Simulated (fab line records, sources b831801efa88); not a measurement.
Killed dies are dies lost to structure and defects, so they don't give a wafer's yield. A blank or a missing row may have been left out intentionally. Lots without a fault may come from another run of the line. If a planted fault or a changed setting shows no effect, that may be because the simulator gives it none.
The same fault as seen by 2 desks ; flow gf180mcu ; numbers are kept per desk, each desk with only its own; the story behind them comes last

== THE METROLOGY DESK ==
Lot by lot, what the gauges showed, no matter which tool ran the lot: averages of those sampled wafers that carry a number. Any lot whose mean is over 4 standard deviations away from the usual mean is out of limits and marked OUT; that distance is given in the brackets.
Columns: A = M4_OVL at GF_M4_OVL_MEAS_15, usual 0 nm
lot;first seen here;A
L584;day 23 21:53;2
L585;day 24 02:47;2
L586;day 24 17:24;8
L587;day 25 08:13;1
L589;day 26 06:21;-1
L591;day 26 09:12;-5
L590;day 26 14:05;0
L592;day 26 21:05;3
L602;day 29 21:43;8
L603;day 30 04:39;2
L604;day 30 05:58;-7
L606;day 31 01:25;0
This desk's verdict: no lot among the 12 shows anything out of limits.

== AT THE TOOL OWNER'S DESK: lithoTrack-02 ==
The tool's own readings at GF_TOP_METAL_SOFTBAKE_10 (time 60 s): means of the sampled wafers that have a number, for each lot that ran on this tool. Any lot whose mean is over 4 standard deviations away from the usual mean is out of limits and marked OUT; that distance is given in the brackets.
Columns: A = chillPlateTempC at GF_TOP_METAL_SOFTBAKE_10, usual 23.00 C; B = heaterPowerTotalW at GF_TOP_METAL_SOFTBAKE_10, usual 56.59 W; C = runLengthS at GF_TOP_METAL_SOFTBAKE_10, usual 89.32 s
lot;first seen here;A;B;C
L602;day 33 12:37;22.98;58.90 (+48) OUT;82.80 (-38) OUT
L603;day 33 17:29;23.15;58.91 (+48) OUT;82.77 (-39) OUT
This desk finds L602, L603 out of limits, L602 being first, at day 33 12:37 (heaterPowerTotalW at GF_TOP_METAL_SOFTBAKE_10). In limits: none.

== PUT TOGETHER ==
The tool owner's desk could have raised an alarm at day 33 12:37, on L602, L603.
At the metrology desk, nothing out of limits was observed.
The metrology desk has L602, L603 on record, within its limits.
On lithoTrack-02, each named lot ran GF_TOP_METAL_SOFTBAKE_10.

== WHAT THE SIMULATOR HAD INSERTED ==
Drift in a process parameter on lithoTrack-02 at GF_TOP_METAL_SOFTBAKE_10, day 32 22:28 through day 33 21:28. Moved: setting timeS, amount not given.
Shown lots that were struck: L602, L603.
Each desk's first reading out of limits, in hours after the fault started: the tool owner's desk, 14.
